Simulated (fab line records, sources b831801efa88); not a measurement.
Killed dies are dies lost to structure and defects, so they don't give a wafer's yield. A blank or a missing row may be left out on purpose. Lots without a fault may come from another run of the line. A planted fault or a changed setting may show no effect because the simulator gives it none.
Which tool did it? | flow sky130 | 12 lots, 36 wafers sampled, at 5 steps of a route of 708

WHAT THE GAUGES READ, wafer by wafer
The record holds no reading of a measuring or inspecting step that can be judged against a usual standard deviation.

WHICH TOOL RAN EACH LOT (tool, then ch and the chambers of the sampled wafers, then the start)
lot  | SKY_VT_ADJUST_PCH_COAT_02         | SKY_VT_ADJUST_PCH_STRIP_09           | SKY_CAPM_SPUTTER_02          | SKY_METAL3_DESCUM_15              | SKY_VIA3_SPUTTER_20
L301 | litho_track-02 ch 0, day 9 18:11  | plasma_asher-02 ch 0,1, day 10 06:19 | pvd_sputter-01, day 35 22:00 | rie_metal-03 ch 0,1, day 38 02:15 | pvd_sputter-01, day 39 04:31
L302 | litho_track-02 ch 0, day 10 04:22 | plasma_asher-02 ch 0,1, day 10 14:54 | pvd_sputter-02, day 36 09:27 | rie_metal-03 ch 0, day 38 13:24   | pvd_sputter-04, day 39 16:44
L304 | litho_track-03 ch 0, day 10 19:47 | plasma_asher-04 ch 0,1, day 11 07:47 | pvd_sputter-03, day 37 03:38 | rie_metal-01 ch 0,1, day 39 04:14 | pvd_sputter-01, day 40 07:44
L309 | litho_track-02 ch 0, day 12 02:59 | plasma_asher-02 ch 0,1, day 12 14:46 | pvd_sputter-02, day 38 15:05 | rie_metal-04 ch 0,1, day 40 16:09 | pvd_sputter-02, day 41 18:34
L310 | litho_track-03 ch 0, day 12 07:20 | plasma_asher-03 ch 0,1, day 12 19:46 | pvd_sputter-02, day 38 18:32 | rie_metal-03 ch 0,1, day 40 21:16 | pvd_sputter-01, day 41 23:58
L313 | litho_track-03 ch 0, day 13 13:25 | plasma_asher-02 ch 0,1, day 14 01:56 | pvd_sputter-01, day 39 22:44 | rie_metal-01 ch 0,1, day 42 00:01 | pvd_sputter-01, day 43 01:34
L314 | litho_track-02 ch 0, day 13 17:59 | plasma_asher-04 ch 0,1, day 14 07:46 | pvd_sputter-01, day 40 00:49 | rie_metal-04 ch 0,1, day 42 02:15 | pvd_sputter-02, day 43 04:07
L315 | litho_track-03 ch 0, day 14 02:32 | plasma_asher-03 ch 0,1, day 14 16:49 | pvd_sputter-02, day 40 14:33 | rie_metal-04 ch 0,1, day 42 15:09 | pvd_sputter-01, day 43 16:17
L317 | litho_track-02 ch 0, day 14 22:32 | plasma_asher-04 ch 0,1, day 15 13:34 | pvd_sputter-03, day 41 07:37 | rie_metal-03 ch 0,1, day 43 07:09 | pvd_sputter-01, day 44 08:07
L323 | litho_track-03 ch 0, day 16 18:14 | plasma_asher-04 ch 1, day 17 08:47   | pvd_sputter-01, day 42 13:21 | rie_metal-04 ch 0,1, day 44 12:34 | pvd_sputter-01, day 45 11:53
L322 | litho_track-04 ch 0, day 16 18:34 | plasma_asher-03 ch 0,1, day 17 09:08 | pvd_sputter-02, day 42 19:10 | rie_metal-01 ch 0,1, day 44 18:58 | pvd_sputter-04, day 45 18:30
L324 | litho_track-03 ch 0, day 17 06:23 | plasma_asher-03 ch 0,1, day 17 21:25 | pvd_sputter-01, day 43 04:08 | rie_metal-04 ch 0, day 45 02:21   | pvd_sputter-04, day 46 01:11
- SKY_VT_ADJUST_PCH_COAT_02: resist thk 3000 nm.
- SKY_VT_ADJUST_PCH_STRIP_09: strips in O2/N2.
- SKY_CAPM_SPUTTER_02: material TiN, target thk 200 nm, time 166.7 s.
- SKY_METAL3_DESCUM_15: chemistry O2, time 8 s.
- SKY_VIA3_SPUTTER_20: material TiN, target thk 20 nm, time 80 s.

WHAT THE TOOLS THEMSELVES READ (means of the sampled wafers that have a number; where no wafer has one, the mark that the record gives instead)
SKY_VT_ADJUST_PCH_COAT_02.
lot  | tool           | resist_line_temp_C (C) | spin_speed_rpm (rpm)
L301 | litho_track-02 | 23.09                  | 1999.2
L302 | litho_track-02 | 23.07                  | 1998.0
L304 | litho_track-03 | 22.91                  | 1998.8
L309 | litho_track-02 | 22.84                  | 2001.3
L310 | litho_track-03 | 23.15                  | 1999.3
L313 | litho_track-03 | 23.04                  | 2410.5
L314 | litho_track-02 | 23.21                  | 2000.0
L315 | litho_track-03 | 22.97                  | 2408.1
L317 | litho_track-02 | 23.10                  | 1999.5
L323 | litho_track-03 | 22.92                  | 1999.1
L322 | litho_track-04 | 23.03                  | 1998.6
L324 | litho_track-03 | 23.11                  | 2000.3

SKY_VT_ADJUST_PCH_STRIP_09.
lot  | tool            | drypump_motor_current_A (A) | oes_product_au (a.u.) | strip_time_to_endpoint_s (s)
L301 | plasma_asher-02 | 5.6                         | 0.724                 | 37.01
L302 | plasma_asher-02 | 5.7                         | 0.725                 | 37.14
L304 | plasma_asher-04 | 5.3                         | 0.722                 | 36.97
L309 | plasma_asher-02 | 5.7                         | 0.722                 | 36.97
L310 | plasma_asher-03 | 5.6                         | 0.719                 | 37.05
L313 | plasma_asher-02 | 5.6                         | 0.718                 | 33.87
L314 | plasma_asher-04 | 5.1                         | 0.722                 | 37.03
L315 | plasma_asher-03 | 5.8                         | 0.722                 | 34.05
L317 | plasma_asher-04 | 5.2                         | 0.724                 | 36.96
L323 | plasma_asher-04 | 4.9                         | 0.720                 | 36.86
L322 | plasma_asher-03 | 5.6                         | 0.724                 | 36.92
L324 | plasma_asher-03 | 5.8                         | 0.724                 | 36.78

SKY_CAPM_SPUTTER_02.
lot  | tool           | throttle_valve_pct (%)
L301 | pvd_sputter-01 | 29.4
L302 | pvd_sputter-02 | 29.8
L304 | pvd_sputter-03 | 30.3
L309 | pvd_sputter-02 | 29.5
L310 | pvd_sputter-02 | 29.9
L313 | pvd_sputter-01 | 30.1
L314 | pvd_sputter-01 | 29.4
L315 | pvd_sputter-02 | 30.8
L317 | pvd_sputter-03 | 31.4
L323 | pvd_sputter-01 | 30.8
L322 | pvd_sputter-02 | 29.5
L324 | pvd_sputter-01 | 29.7

SKY_METAL3_DESCUM_15.
lot  | tool         | drypump_motor_current_A (A) | oes_product_au (a.u.)
L301 | rie_metal-03 | 5.8                         | 0.994
L302 | rie_metal-03 | 5.4                         | 0.993
L304 | rie_metal-01 | 6.0                         | 0.990
L309 | rie_metal-04 | 5.6                         | 0.997
L310 | rie_metal-03 | 6.3                         | 1.006
L313 | rie_metal-01 | 6.0                         | 0.990
L314 | rie_metal-04 | 5.6                         | 1.000
L315 | rie_metal-04 | 5.6                         | 1.007
L317 | rie_metal-03 | 6.3                         | 1.001
L323 | rie_metal-04 | 5.6                         | 1.005
L322 | rie_metal-01 | 6.0                         | 1.004
L324 | rie_metal-04 | 5.4                         | 0.990

SKY_VIA3_SPUTTER_20.
lot  | tool           | throttle_valve_pct (%)
L301 | pvd_sputter-01 | 29.9
L302 | pvd_sputter-04 | 30.1
L304 | pvd_sputter-01 | 29.8
L309 | pvd_sputter-02 | 30.6
L310 | pvd_sputter-01 | 30.5
L313 | pvd_sputter-01 | 30.3
L314 | pvd_sputter-02 | 29.8
L315 | pvd_sputter-01 | 30.5
L317 | pvd_sputter-01 | 29.8
L323 | pvd_sputter-01 | 29.7
L322 | pvd_sputter-04 | 30.4
L324 | pvd_sputter-04 | 29.8

THE ANSWER, worked out from the rows above alone
Rule: what is usual is taken from the lots themselves. Put in order of their means at a reading, lots are off if they are a third of the lots or fewer, leave a main group of 4 or more, and stand apart from it by a gap of 3 or more times the standard deviation of the main group's means; of several such gaps the widest counts. A main group whose means are all the same, to the digits that the tables above print for the reading, isn't used. A lot without any number at a reading at which 4 lots or more have one is off too. The other lots that the step has rows for count as sound. The gauges are gone through in route order, then the tools' own readings, and for those a lot's mean is taken as printed above. The first step at which some lot is off is used, and at that step the reading that is off furthest; a lot without a number counts as furthest.
Off: L313, L315, at SKY_VT_ADJUST_PCH_COAT_02 (spin_speed_rpm). The main group: mean 1999.4 rpm, standard deviation 0.89.
A tool fits if, at that step or a process step before it, it ran every lot that is off, and no sound lot after the first of them. None of those tried fits.

WHAT THE SIMULATOR HAD PUT IN
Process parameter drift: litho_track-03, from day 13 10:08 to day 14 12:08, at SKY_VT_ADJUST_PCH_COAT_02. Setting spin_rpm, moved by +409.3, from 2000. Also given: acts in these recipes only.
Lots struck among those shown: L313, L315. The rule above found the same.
